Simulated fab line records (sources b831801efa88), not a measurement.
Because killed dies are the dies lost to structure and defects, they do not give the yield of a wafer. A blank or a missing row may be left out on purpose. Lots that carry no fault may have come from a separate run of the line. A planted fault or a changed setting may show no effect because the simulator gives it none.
Check of tool commonality / flow sky130 / Sample size 14 lots and 48 wafers

## WHY IT WAS OPENED
SKY_METAL5_THK_MEAS_06, reading METAL5_ALCU_THK: flagged on 2 of 14 lots. No-fault wafers: 1143 nm, standard deviation 13.
Rule: a lot is flagged in two cases, either no wafer of it has a number, or all its wafers with numbers fall more than 4 standard deviations from that mean. The other lots count as sound.

lot=L695; measured=day 42 22:51; on=film_metro-01; METAL5_ALCU_THK (nm), wafer by wafer=1154 1143 1168; flag=
lot=L697; measured=day 43 12:16; on=film_metro-01; METAL5_ALCU_THK (nm), wafer by wafer=1150 1154 1142; flag=
lot=L700; measured=day 44 16:57; on=film_metro-01; METAL5_ALCU_THK (nm), wafer by wafer=1141 1156 1140; flag=
lot=L702; measured=day 45 10:53; on=film_metro-03; METAL5_ALCU_THK (nm), wafer by wafer=1330 1310 1331 1329 1302 1330; flag=FLAGGED
lot=L703; measured=day 45 13:46; on=film_metro-01; METAL5_ALCU_THK (nm), wafer by wafer=1356 1360 1371 1361 1351 1364; flag=FLAGGED
lot=L708; measured=day 46 15:23; on=film_metro-01; METAL5_ALCU_THK (nm), wafer by wafer=1142 1129 1127; flag=
lot=L709; measured=day 46 15:54; on=film_metro-01; METAL5_ALCU_THK (nm), wafer by wafer=1129 1123 1125; flag=
lot=L710; measured=day 46 20:22; on=film_metro-04; METAL5_ALCU_THK (nm), wafer by wafer=1146 1166 1142; flag=
lot=L711; measured=day 47 03:59; on=film_metro-01; METAL5_ALCU_THK (nm), wafer by wafer=1133 1130 1127; flag=
lot=L712; measured=day 47 09:04; on=film_metro-04; METAL5_ALCU_THK (nm), wafer by wafer=1133 1133 1128; flag=
lot=L713; measured=day 47 16:49; on=film_metro-04; METAL5_ALCU_THK (nm), wafer by wafer=1152 1150 1145; flag=
lot=L714; measured=day 47 22:37; on=film_metro-04; METAL5_ALCU_THK (nm), wafer by wafer=1133 1132 1145; flag=
lot=L716; measured=day 48 03:21; on=film_metro-03; METAL5_ALCU_THK (nm), wafer by wafer=1147 1159 1140; flag=
lot=L718; measured=day 48 18:35; on=film_metro-03; METAL5_ALCU_THK (nm), wafer by wafer=1146 1165 1146; flag=
On average the flagged lots' numbers are 1341 nm, which is +198 nm against the usual, or +15 standard deviations.

## WHICH TOOL EACH LOT WENT THROUGH
The record holds 2 process steps before the reading, out of a route of 708 steps. Read each cell as the tool, then ch plus the chambers that the sampled wafers visited, then the start.
lot=L695; flag=; SKY_METAL4_STRIP_19=plasma_asher-02 ch 0,1, day 41 20:53; SKY_METAL5_SPUTTER_04=pvd_sputter-02, day 42 22:41
lot=L697; flag=; SKY_METAL4_STRIP_19=plasma_asher-04 ch 0,1, day 42 10:57; SKY_METAL5_SPUTTER_04=pvd_sputter-03, day 43 12:05
lot=L700; flag=; SKY_METAL4_STRIP_19=plasma_asher-01 ch 0,1, day 43 15:33; SKY_METAL5_SPUTTER_04=pvd_sputter-04, day 44 16:46
lot=L702; flag=FLAGGED; SKY_METAL4_STRIP_19=plasma_asher-02 ch 0,1, day 44 09:01; SKY_METAL5_SPUTTER_04=pvd_sputter-04, day 45 09:34
lot=L703; flag=FLAGGED; SKY_METAL4_STRIP_19=plasma_asher-02 ch 0,1, day 44 11:07; SKY_METAL5_SPUTTER_04=pvd_sputter-03, day 45 11:17
lot=L708; flag=; SKY_METAL4_STRIP_19=plasma_asher-04 ch 0,1, day 45 16:13; SKY_METAL5_SPUTTER_04=pvd_sputter-04, day 46 15:12
lot=L709; flag=; SKY_METAL4_STRIP_19=plasma_asher-02 ch 0,1, day 45 16:16; SKY_METAL5_SPUTTER_04=pvd_sputter-04, day 46 15:43
lot=L710; flag=; SKY_METAL4_STRIP_19=plasma_asher-01 ch 0,1, day 45 21:17; SKY_METAL5_SPUTTER_04=pvd_sputter-02, day 46 20:12
lot=L711; flag=; SKY_METAL4_STRIP_19=plasma_asher-04 ch 0,1, day 46 05:49; SKY_METAL5_SPUTTER_04=pvd_sputter-04, day 47 03:49
lot=L712; flag=; SKY_METAL4_STRIP_19=plasma_asher-02 ch 0,1, day 46 10:32; SKY_METAL5_SPUTTER_04=pvd_sputter-04, day 47 08:54
lot=L713; flag=; SKY_METAL4_STRIP_19=plasma_asher-04 ch 0,1, day 46 18:20; SKY_METAL5_SPUTTER_04=pvd_sputter-02, day 47 16:38
lot=L714; flag=; SKY_METAL4_STRIP_19=plasma_asher-02 ch 0,1, day 46 23:53; SKY_METAL5_SPUTTER_04=pvd_sputter-03, day 47 22:26
lot=L716; flag=; SKY_METAL4_STRIP_19=plasma_asher-02 ch 0,1, day 47 05:17; SKY_METAL5_SPUTTER_04=pvd_sputter-03, day 48 03:09
lot=L718; flag=; SKY_METAL4_STRIP_19=plasma_asher-01 ch 0,1, day 47 20:27; SKY_METAL5_SPUTTER_04=pvd_sputter-02, day 48 18:25
What these steps do:
- SKY_METAL4_STRIP_19: strips in O2/N2.
- SKY_METAL5_SPUTTER_04: material TiN, target thk 70 nm, time 58.3 s.
- SKY_METAL5_THK_MEAS_06: measures by xrf.

## FLAGGED AGAINST TOTAL, ONE TOOL AT A TIME (gauges that did the reading follow at the end)
step=SKY_METAL4_STRIP_19; tool=plasma_asher-01; lots run=3; flagged=0; share of the flagged lots=none; sound lots run after its first flagged lot=-
step=SKY_METAL4_STRIP_19; tool=plasma_asher-02; lots run=7; flagged=2; share of the flagged lots=all; sound lots run after its first flagged lot=4 (L709,L712,L714,L716)
step=SKY_METAL4_STRIP_19; tool=plasma_asher-04; lots run=4; flagged=0; share of the flagged lots=none; sound lots run after its first flagged lot=-
step=SKY_METAL5_SPUTTER_04; tool=pvd_sputter-02; lots run=4; flagged=0; share of the flagged lots=none; sound lots run after its first flagged lot=-
step=SKY_METAL5_SPUTTER_04; tool=pvd_sputter-03; lots run=4; flagged=1; share of the flagged lots=some; sound lots run after its first flagged lot=2 (L714,L716)
step=SKY_METAL5_SPUTTER_04; tool=pvd_sputter-04; lots run=6; flagged=1; share of the flagged lots=some; sound lots run after its first flagged lot=4 (L708,L709,L711,L712)
step=SKY_METAL5_THK_MEAS_06; tool=film_metro-01; lots run=7; flagged=1; share of the flagged lots=some; sound lots run after its first flagged lot=3 (L708,L709,L711)
step=SKY_METAL5_THK_MEAS_06; tool=film_metro-03; lots run=3; flagged=1; share of the flagged lots=some; sound lots run after its first flagged lot=2 (L716,L718)
step=SKY_METAL5_THK_MEAS_06; tool=film_metro-04; lots run=4; flagged=0; share of the flagged lots=none; sound lots run after its first flagged lot=-

## WHAT THE TABLE ALLOWS
In the table, 1 row covers all flagged lots: plasma_asher-02 at SKY_METAL4_STRIP_19.
- plasma_asher-02 at SKY_METAL4_STRIP_19: 2 of its 7 lots flagged. Sound lots ran on it after the first flagged one (L709, L712, L714, L716), which a lasting fault on the whole tool wouldn't allow.
Not one row of the table ran every flagged lot while running no sound lot after the first.

## WHAT HAD BEEN PUT IN BY THE SIMULATOR
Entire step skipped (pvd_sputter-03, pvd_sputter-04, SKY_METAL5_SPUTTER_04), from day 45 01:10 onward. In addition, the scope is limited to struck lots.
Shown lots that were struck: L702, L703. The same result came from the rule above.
